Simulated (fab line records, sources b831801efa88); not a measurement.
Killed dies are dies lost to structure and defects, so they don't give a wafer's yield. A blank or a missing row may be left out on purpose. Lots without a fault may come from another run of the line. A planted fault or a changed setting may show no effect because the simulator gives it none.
fab line records | flow sky130
record lots=12 wafers=36 last_day=50
route steps=708 shown FIELD_ISO@5 POLY_GATE@227 LDD_P@259 LDD_HVP@288 PAD_OPEN@708
lots that met no fault: from a run of the same line without faults
start_h: hours from the record's first day to the start of the lot's first wafer shown | wait_h: hours since the lot's step before | " the same as in the row above | L1.1+2: a row that stands for several wafers | - no value, or no start given | * or withheld: withheld | < > ~ a bound
route shown NAME@n: a module of which the file shows steps, and the number in the route of the first | usual: mean/standard deviation of fault-free wafers | same: alike in all rows | chamber/n: place in a boat | sites: the reading at each site | _std_site: their standard deviation | _edge_site: outer sites' mean less inner sites' | radius_mm: how far each site lies from the wafer's centre | mask NAME#n: copy n | behind: the tool/chamber that last shaped the wafer | hold: why the lot was held/for how many hours/how that ended | device: the transistor (n, p or np) that didn't switch | end of line: the same wafers' tests at the end of the route | a step without rows: its recipe alone | killed: dies lost to structure and defects at the first sort, not the wafer's yield | map: a wafer's dies, x killed, . not, _ none there
set.NAME: the setting as run; set.NAME@STEP: as run at that earlier step | model.NAME: the simulator's own value behind a step, which no gauge read
steps of the route over a sample of lots; a table a step, a row a wafer
services: from which hour (start_h, from the record's first day; less than 0 if before it) a tool's chamber was out of use, for how many hours, and why
## steps
# step SKY_FIELD_ISO_THK_MEAS_04
# recipe reads=Si3N4_of_FIELD_ISO_CVD_03
# usual FIELD_ISO_CVD_03_THK=164.9/1.7
# columns lot.wafer tool chamber start_h wait_h FIELD_ISO_CVD_03_THK[nm]
L756.1 film_metro-04 - 14.70 0.0 164.3
L756.2 " - " " 165.5
L756.3 " - " " 165.7
L759.3 film_metro-03 - 28.98 0.0 164.2
L759.4 " - " " 165.4
L759.5 " - " " 164.8
L760.4 film_metro-04 - 34.78 0.0 161.9
L760.5 " - " " 161.7
L760.6 " - " " 159.8
L762.1 film_metro-03 - 44.67 0.0 163.5
L762.3 " - " " 162.6
L762.6 " - " " 164.0
L763.1 film_metro-03 - 51.54 0.0 165.0
L763.5 " - " " 166.0
L763.6 " - " " 165.1
L772.1 film_metro-03 - 94.02 0.0 163.7
L772.2 " - " " 163.8
L772.6 " - " " 164.1
L773.1 film_metro-01 - 98.48 0.0 164.5
L773.3 " - " " 166.0
L773.5 " - " " 164.2
L774.1 film_metro-03 - 105.51 0.0 165.3
L774.3 " - " " 166.0
L774.6 " - " " 164.7
L775.1 film_metro-04 - 109.07 0.0 166.6
L775.3 " - " " 167.3
L775.4 " - " " 165.6
L776.1 film_metro-04 - 114.39 0.0 165.9
L776.2 " - " " 166.9
L776.6 " - " " 167.4
L777.1 film_metro-01 - 118.48 0.0 165.6
L777.3 " - " " 167.9
L777.6 " - " " 166.3
L778.1 film_metro-03 - 124.09 0.0 165.1
L778.4 " - " " 165.0
L778.6 " - " " 167.1
# step SKY_FIELD_ISO_CD_MEAS_13
# recipe target_cd_nm=150
# usual cd_nm=149.6/1.6
# columns lot.wafer tool chamber start_h wait_h cd_nm
L756.1 cd_sem-02 - 29.45 - 148.5
L756.2 " - " " 149.2
L756.3 " - " " 149.5
L759.3 cd_sem-02 - 44.61 - 149.1
L759.4 " - " " 151.2
L759.5 " - " " 151.1
L760.4 cd_sem-01 - 49.71 - 147.9
L760.5 " - " " 148.7
L760.6 " - " " 148.2
L762.1 cd_sem-01 - 60.05 - 148.1
L762.3 " - " " 147.9
L762.6 " - " " 148.1
L763.1 cd_sem-01 - 66.57 - 147.3
L763.5 " - " " 149.0
L763.6 " - " " 148.0
L772.1 cd_sem-01 - 111.57 - 148.8
L772.2 " - " " 148.5
L772.6 " - " " 150.3
L773.1 cd_sem-01 - 116.85 - 147.5
L773.3 " - " " 146.6
L773.5 " - " " 146.3
L774.1 cd_sem-01 - 123.93 - 149.1
L774.3 " - " " 148.6
L774.6 " - " " 149.0
L775.1 cd_sem-01 - 127.67 - 146.9
L775.3 " - " " 147.1
L775.4 " - " " 146.8
L776.1 cd_sem-02 - 133.78 - 152.1
L776.2 " - " " 151.3
L776.6 " - " " 149.1
L777.1 cd_sem-01 - 137.15 - 150.6
L777.3 " - " " 151.0
L777.6 " - " " 150.5
L778.1 cd_sem-01 - 143.67 - 149.7
L778.4 " - " " 150.9
L778.6 " - " " 152.2
# step SKY_POLY_GATE_CD_MEAS_13
# recipe target_cd_nm=150
# usual cd_nm=149.9/1.4
# columns lot.wafer tool chamber start_h wait_h cd_nm
L756.1 cd_sem-01 - 359.55 - 150.4
L756.2 " - " " 149.1
L756.3 " - " " 148.5
L759.3 cd_sem-01 - 421.20 - 149.9
L759.4 " - " " 149.9
L759.5 " - " " 151.3
L760.4 cd_sem-01 - 440.33 - 151.5
L760.5 " - " " 150.3
L760.6 " - " " 150.9
L762.1 cd_sem-01 - 443.40 - 147.8
L762.3 " - " " 147.7
L762.6 " - " " 147.4
L763.1 cd_sem-02 - 452.55 - 152.4
L763.5 " - " " 151.1
L763.6 " - " " 149.6
L772.1 cd_sem-01 - 508.29 - 149.5
L772.2 " - " " 149.3
L772.6 " - " " 147.9
L773.1 cd_sem-02 - 515.49 - 149.8
L773.3 " - " " 148.9
L773.5 " - " " 148.3
L774.1 cd_sem-02 - 524.82 - 152.3
L774.3 " - " " 152.6
L774.6 " - " " 152.9
L775.1 cd_sem-02 - 531.56 - 150.1
L775.3 " - " " 151.0
L775.4 " - " " 149.9
L776.1 cd_sem-02 - 547.14 - 151.1
L776.2 " - " " 150.1
L776.6 " - " " 151.1
L777.1 cd_sem-01 - 554.54 - 150.6
L777.3 " - " " 149.5
L777.6 " - " " 150.1
L778.1 cd_sem-01 - 558.11 - 150.2
L778.4 " - " " 152.0
L778.6 " - " " 150.3
# step SKY_LDD_P_EXPOSE_04
# recipe mask_id=PSDM na=0.6 source_shape=conventional sigma_outer=0.6 polarization=unpolarized target_cd_nm=380 dose_mj=138
# columns lot.wafer tool chamber start_h wait_h mask
L756.1+2+3 iline_stepper-02 0 405.26 - PSDM#0
L759.3+4+5 iline_stepper-01 0 471.18 - PSDM#0
L760.4+5+6 iline_stepper-02 0 489.84 - PSDM#0
L762.1+3+6 iline_stepper-01 0 493.05 - PSDM#0
L763.1+5+6 iline_stepper-01 0 502.02 - HVPTM#0
L772.1+2+6 iline_stepper-02 0 557.46 - PSDM#0
L773.1+3+5 iline_stepper-01 0 563.73 - PSDM#0
L774.1+3+6 iline_stepper-02 0 572.47 - PSDM#0
L775.1+3+4 iline_stepper-01 0 579.85 - PSDM#0
L776.1+2+6 iline_stepper-01 0 594.91 - PSDM#0
L777.1+3+6 iline_stepper-01 0 602.48 - PSDM#0
L778.1+4+6 iline_stepper-01 0 604.68 - PSDM#0
# step SKY_LDD_P_CD_MEAS_07
# recipe target_cd_nm=380
# usual cd_nm=380.2/2.8
# columns lot.wafer tool chamber start_h wait_h cd_nm
L756.1 cd_sem-02 - 419.83 0.1 381.2
L756.2 " - " " 384.4
L756.3 " - " " 381.0
L759.3 cd_sem-02 - 486.82 0.1 381.9
L759.4 " - " " 384.7
L759.5 " - " " 384.6
L760.4 cd_sem-01 - 504.23 0.1 378.6
L760.5 " - " " 380.4
L760.6 " - " " 379.5
L762.1 cd_sem-01 - 507.91 0.1 382.9
L762.3 " - " " 382.7
L762.6 " - " " 384.4
L763.1 cd_sem-01 - 517.11 0.1 -
L763.5 " - " " -
L763.6 " - " " -
L772.1 cd_sem-01 - 571.98 0.1 377.3
L772.2 " - " " 377.3
L772.6 " - " " 377.5
L773.1 cd_sem-01 - 578.31 0.1 386.2
L773.3 " - " " 384.4
L773.5 " - " " 381.0
L774.1 cd_sem-01 - 586.71 0.1 376.1
L774.3 " - " " 376.1
L774.6 " - " " 378.1
L775.1 cd_sem-02 - 594.62 0.1 379.6
L775.3 " - " " 381.7
L775.4 " - " " 380.6
L776.1 cd_sem-02 - 609.06 0.1 383.8
L776.2 " - " " 387.6
L776.6 " - " " 384.3
L777.1 cd_sem-02 - 616.97 0.1 381.8
L777.3 " - " " 379.4
L777.6 " - " " 382.6
L778.1 cd_sem-01 - 619.12 0.1 380.8
L778.4 " - " " 382.7
L778.6 " - " " 379.8
# step SKY_LDD_P_TW_MEAS_11
# usual LDD_P_TW=640/3.2
# columns lot.wafer tool chamber start_h wait_h LDD_P_TW
L756.1 film_metro-02 - 420.24 0.1 640
L756.2 " - " " 640
L756.3 " - " " 644
L759.3 film_metro-02 - 487.21 0.1 638
L759.4 " - " " 636
L759.5 " - " " 638
L760.4 film_metro-02 - 504.60 0.1 644
L760.5 " - " " 641
L760.6 " - " " 642
L762.1 film_metro-02 - 508.32 0.1 642
L762.3 " - " " 641
L762.6 " - " " 647
L763.1 film_metro-03 - 517.52 0.1 30
L763.5 " - " " 30
L763.6 " - " " 30
L772.1 film_metro-03 - 572.38 0.1 637
L772.2 " - " " 636
L772.6 " - " " 638
L773.1 film_metro-03 - 578.72 0.1 635
L773.3 " - " " 636
L773.5 " - " " 637
L774.1 film_metro-02 - 587.12 0.1 643
L774.3 " - " " 645
L774.6 " - " " 643
L775.1 film_metro-03 - 595.02 0.1 638
L775.3 " - " " 638
L775.4 " - " " 636
L776.1 film_metro-04 - 609.47 0.1 640
L776.2 " - " " 640
L776.6 " - " " 641
L777.1 film_metro-02 - 617.37 0.1 638
L777.3 " - " " 639
L777.6 " - " " 637
L778.1 film_metro-04 - 619.52 0.1 638
L778.4 " - " " 641
L778.6 " - " " 640
# step SKY_LDD_HVP_TW_MEAS_10
# usual LDD_HVP_TW=457.7/2.3
# columns lot.wafer tool chamber start_h wait_h LDD_HVP_TW
L756.1 film_metro-01 - 481.98 0.1 457.1
L756.2 " - " " 456.8
L756.3 " - " " 456.0
L759.3 film_metro-03 - 548.67 0.1 456.2
L759.4 " - " " 455.7
L759.5 " - " " 456.5
L760.4 film_metro-01 - 565.48 0.1 460.5
L760.5 " - " " 458.3
L760.6 " - " " 459.8
L762.1 film_metro-01 - 568.80 0.1 459.6
L762.3 " - " " 461.1
L762.6 " - " " 457.6
L763.1 film_metro-03 - 577.70 0.1 698.5
L763.5 " - " " 699.7
L763.6 " - " " 698.2
L772.1 film_metro-03 - 632.03 0.1 455.5
L772.2 " - " " 456.6
L772.6 " - " " 456.6
L773.1 film_metro-02 - 638.12 0.1 461.3
L773.3 " - " " 458.6
L773.5 " - " " 460.9
L774.1 film_metro-03 - 645.73 0.1 458.0
L774.3 " - " " 457.9
L774.6 " - " " 457.5
L775.1 film_metro-01 - 653.33 0.1 454.1
L775.3 " - " " 453.2
L775.4 " - " " 454.7
L776.1 film_metro-03 - 667.65 0.1 458.2
L776.2 " - " " 458.3
L776.6 " - " " 454.7
L777.1 film_metro-03 - 675.00 0.1 455.5
L777.3 " - " " 454.5
L777.6 " - " " 455.8
L778.1 film_metro-02 - 677.33 0.1 457.9
L778.4 " - " " 461.6
L778.6 " - " " 461.3
# step SKY_PAD_OPEN_PROBE_99
# usual killed_at_M0_to_M3=44/7.2 killed_at_M4_up=3.2/1.8 killed_at_contacts=24/5.4 killed_at_front_end=15/4 killed_at_other=0.3/0.56 killed_dies=87/9.2 killed_on_rim=17/4 killed_open=47/7.3 killed_short=39/5.7
# same gross_dies=492 killed_at_back_side=0
# columns lot.wafer tool chamber start_h wait_h killed_at_M0_to_M3 killed_at_M4_up killed_at_contacts killed_at_front_end killed_at_other killed_dies killed_on_rim killed_open killed_short
L763.1 prober-01 - 1132.03 0.1 39 1 21 430 1 492 96 39 41
L763.5 prober-01 - 1132.23 0.2 46 4 28 414 0 492 96 45 43
L763.6 prober-01 - 1132.28 0.2 38 2 27 425 0 492 96 45 32
L772.1 prober-02 - 1167.89 0.1 36 4 22 16 1 79 17 41 36
L772.2 prober-02 - 1167.94 0.1 33 2 30 13 0 78 24 37 41
L772.6 prober-02 - 1168.14 0.2 47 10 30 9 0 96 21 57 39
L775.1 prober-01 - 1178.51 0.1 37 3 21 14 1 76 24 41 35
L775.3 prober-01 - 1178.61 0.2 41 4 27 11 0 83 21 53 30
L775.4 prober-01 - 1178.66 0.2 47 4 35 9 1 96 17 45 51
# killed by level:class
L763.1 LDD_P:area_expose=412 VIA2:geometric_particle:open=7 VIA1:geometric_particle:short=6 VIA1:geometric_particle:open=6 LOCAL_INTERCONNECT:geometric_particle:short=5 VIA3:geometric_particle:open=5 METAL2:geometric_particle:short=5 FIELD_ISO:geometric_particle:short=4
L763.5 LDD_P:area_expose=403 CONTACT:geometric_particle:open=12 VIA1:geometric_particle:open=8 LI_CONTACT:geometric_particle:open=7 METAL1:geometric_particle:short=7 VIA1:geometric_particle:short=7 VIA2:geometric_particle:open=6 VIA3:geometric_particle:open=5
L763.6 LDD_P:area_expose=414 CONTACT:geometric_particle:open=11 VIA1:geometric_particle:open=7 VIA2:geometric_particle:open=6 FIELD_ISO:geometric_particle:open=5 METAL1:geometric_particle:short=5 LI_CONTACT:geometric_particle:short=4 LI_CONTACT:geometric_particle:open=4
L772.1 VIA1:geometric_particle:open=14 LI_CONTACT:geometric_particle:open=6 VIA3:geometric_particle:short=6 CONTACT:geometric_particle:short=5 CONTACT:geometric_particle:open=5 FIELD_ISO:geometric_particle:open=4 FIELD_ISO:geometric_particle:short=4 METAL2:geometric_particle:short=4
L772.2 CONTACT:geometric_particle:open=8 VIA1:geometric_particle:open=8 CONTACT:geometric_particle:short=8 METAL1:geometric_particle:short=7 LI_CONTACT:geometric_particle:open=6 VIA2:geometric_particle:open=5 LI_CONTACT:geometric_particle:short=4 METAL2:geometric_particle:short=4
L772.6 CONTACT:geometric_particle:open=14 VIA1:geometric_particle:open=12 LI_CONTACT:geometric_particle:open=10 VIA1:geometric_particle:short=8 FIELD_ISO:geometric_particle:short=6 METAL4:geometric_particle:short=5 VIA3:geometric_particle:short=4 VIA3:geometric_particle:open=4
L775.1 CONTACT:geometric_particle:open=11 VIA2:geometric_particle:open=7 LI_CONTACT:geometric_particle:open=5 METAL1:geometric_particle:short=5 VIA1:geometric_particle:open=5 METAL2:geometric_particle:short=5 VIA3:geometric_particle:open=4 POLY_GATE:geometric_particle:short=3
L775.3 LI_CONTACT:geometric_particle:open=10 VIA1:geometric_particle:open=10 CONTACT:geometric_particle:open=9 VIA2:geometric_particle:open=7 FIELD_ISO:geometric_particle:open=6 LI_CONTACT:geometric_particle:short=5 METAL2:geometric_particle:short=5 VIA3:geometric_particle:open=5
L775.4 CONTACT:geometric_particle:open=12 VIA1:geometric_particle:short=11 VIA2:geometric_particle:open=8 LI_CONTACT:geometric_particle:short=7 LI_CONTACT:geometric_particle:open=7 VIA1:geometric_particle:open=7 CONTACT:geometric_particle:short=6 METAL2:geometric_particle:short=5
## services
# columns tool chamber start_h hours kind
iline_stepper-01 - 396.13 1.7 pm
iline_stepper-02 - 563.05 1.7 pm
iline_stepper-01 0 586.07 - calibration
iline_stepper-02 0 591.92 - calibration
## key
first_sign step=SKY_LDD_P_EXPOSE_04 reading=mask direction=changed
effect step=SKY_LDD_P_CD_MEAS_07 reading=cd_nm direction=missing
effect step=SKY_LDD_P_TW_MEAS_11 reading=LDD_P_TW direction=down sigmas=99+ usual=640 struck=30
effect step=SKY_LDD_HVP_TW_MEAS_10 reading=LDD_HVP_TW direction=up sigmas=99+ usual=457.7 struck=698.8
effect step=SKY_PAD_OPEN_PROBE_99 reading=killed_at_front_end direction=up sigmas=99+ usual=15 struck=423
more_kills_born_at SKY_LDD_P_EXPOSE_04@iline_stepper-01=1229
met_at SKY_LDD_P_EXPOSE_04
struck_lots L763
tester_left_out L763
not_acting_at SKY_FIELD_ISO_THK_MEAS_04,SKY_FIELD_ISO_CD_MEAS_13,SKY_POLY_GATE_CD_MEAS_13
onset_between 493.05 502.02
fault kind=wrong_mask tool=any chamber=- onset_h=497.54 steps=SKY_LDD_P_EXPOSE_04 aux_copy=HVPTM#0 scope=struck_lots_only
# tester_left_out: of these lots the tester's yield and bins aren't shown, on N5 and GAA mostly nor the transistor test; their killed dies are dies lost to structure and defects alone, not to doping, threshold or leakage, so they don't give the yield
